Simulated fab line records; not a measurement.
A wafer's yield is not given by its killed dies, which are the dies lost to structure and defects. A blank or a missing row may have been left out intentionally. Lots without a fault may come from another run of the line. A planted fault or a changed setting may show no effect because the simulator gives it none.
Check for tools in common -- flow gf180mcu -- Lots sampled 12, wafers sampled 36

THE REASON FOR OPENING IT
2 of 12 lots carry a flag on the reading LVPWELL_RS at GF_VT_IMPLANT_RS_MEAS_48. Fault-free wafers read 1196 ohm/sq, with a standard deviation of 3.4.
Rule: a lot is flagged in two cases, either no wafer of it has a number, or all its wafers with numbers fall more than 4 standard deviations from that mean. All remaining lots are regarded as sound.

lot,measured,on,"LVPWELL_RS (ohm/sq), wafer by wafer",flag
L417,day 7 13:37,film-metro-04,1193 1195 1191,
L418,day 7 21:11,film-metro-03,1200 1198 1196,
L419,day 8 01:46,film-metro-03,1275 1278 1277,FLAGGED
L423,day 9 07:17,film-metro-03,1267 1268 1267,FLAGGED
L425,day 9 20:04,film-metro-04,1192 1196 1192,
L426,day 10 01:50,film-metro-03,1200 1197 1195,
L428,day 10 14:56,film-metro-03,1197 1196 1193,
L431,day 11 22:27,film-metro-03,1199 1196 1193,
L435,day 12 19:55,film-metro-04,1196 1193 1193,
L436,day 13 01:21,film-metro-04,1194 1194 1193,
L438,day 13 09:29,film-metro-04,1195 1192 1189,
L440,day 14 00:58,film-metro-04,1192 1195 1194,
The numbers of the flagged lots are 1272 ohm/sq on average: +76 ohm/sq against the usual, or +22 standard deviations.

WHICH TOOL RAN EACH LOT
2 process steps preceding the reading are held in the record, out of 602 steps in the route. Each cell gives the tool, then ch followed by the chambers the sampled wafers passed through, then the start.
lot,flag,GF_STI_ETCH_13,GF_LVPWELL_IMPLANT_08
L417,,"rie-diel-01 ch 0,3, day 2 01:14","implanter-02 ch 0, day 3 20:49"
L418,,"rie-diel-03 ch 0,1, day 2 06:35","implanter-02 ch 0, day 4 02:41"
L419,FLAGGED,"rie-diel-02 ch 1,2,3, day 2 11:23","implanter-02 ch 0, day 4 07:47"
L423,FLAGGED,"rie-diel-02 ch 2,3, day 3 08:41","implanter-02 ch 0, day 5 07:19"
L425,,"rie-diel-02 ch 0,2,3, day 3 18:56","implanter-03 ch 0, day 5 16:35"
L426,,"rie-diel-02 ch 0,1, day 3 23:32","implanter-01 ch 0, day 5 23:46"
L428,,"rie-diel-01 ch 1,2,3, day 4 10:32","implanter-03 ch 0, day 6 10:26"
L431,,"rie-diel-03 ch 0,2, day 5 02:19","implanter-01 ch 0, day 7 12:04"
L435,,"rie-diel-01 ch 0,2, day 6 02:58","implanter-01 ch 0, day 8 07:10"
L436,,"rie-diel-02 ch 0,3, day 6 05:56","implanter-01 ch 0, day 8 12:05"
L438,,"rie-diel-02 ch 0,1, day 6 13:14","implanter-03 ch 0, day 8 17:19"
L440,,"rie-diel-03 ch 0,1,2, day 6 23:54","implanter-01 ch 0, day 9 06:43"
What these steps do:
- GF_STI_ETCH_13: etches the open film in CHF3/O2, stops on Si, target depth 282.31 nm, time 112.9 s.
- GF_LVPWELL_IMPLANT_08
- GF_VT_IMPLANT_RS_MEAS_48: measures by four-point-probe.

FLAGGED AGAINST TOTAL, ONE TOOL AT A TIME (gauges that did the reading follow at the end)
step,tool,lots run,flagged,share of the flagged lots,sound lots run after its first flagged lot
GF_STI_ETCH_13,rie-diel-01,3,0,none,-
GF_STI_ETCH_13,rie-diel-02,6,2,all,"4 (L425,L426,L436,L438)"
GF_STI_ETCH_13,rie-diel-03,3,0,none,-
GF_LVPWELL_IMPLANT_08,implanter-01,5,0,none,-
GF_LVPWELL_IMPLANT_08,implanter-02,4,2,all,0
GF_LVPWELL_IMPLANT_08,implanter-03,3,0,none,-
GF_VT_IMPLANT_RS_MEAS_48,film-metro-03,6,2,all,"3 (L426,L428,L431)"
GF_VT_IMPLANT_RS_MEAS_48,film-metro-04,6,0,none,-

THE TABLE: WHAT IT ALLOWS
rie-diel-02 at GF_STI_ETCH_13, implanter-02 at GF_LVPWELL_IMPLANT_08 and film-metro-03 at GF_VT_IMPLANT_RS_MEAS_48: these 3 rows of the table ran every flagged lot.
- rie-diel-02 at GF_STI_ETCH_13: 2 of its 6 lots flagged. Lots that were sound ran on it after the first flagged one (L425, L426, L436, L438); a persistent fault on the entire tool would not allow that.
- implanter-02 at GF_LVPWELL_IMPLANT_08: 2 of its 4 lots flagged. It ran its last sound lot, L418, at day 4 02:41 and its first flagged lot, L419, at day 4 07:47: a fault with its onset between the two fits. Its own readings lie more than 4 standard deviations out on every wafer of the flagged lots: dose-ions-cm2, faraday-current-uA.
- film-metro-03 at GF_VT_IMPLANT_RS_MEAS_48: 2 of its 6 lots flagged. Lots that were sound ran on it after the first flagged one (L426, L428, L431); a persistent fault on the entire tool would not allow that.
Left over: one tool, implanter-02 at GF_LVPWELL_IMPLANT_08.

WHAT HAD BEEN PUT IN BY THE SIMULATOR
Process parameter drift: implanter-02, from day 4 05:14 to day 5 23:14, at GF_LVPWELL_IMPLANT_08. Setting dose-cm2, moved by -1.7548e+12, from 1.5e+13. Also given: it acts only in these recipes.
Shown lots that were struck: L419, L423. The rule above found the same.
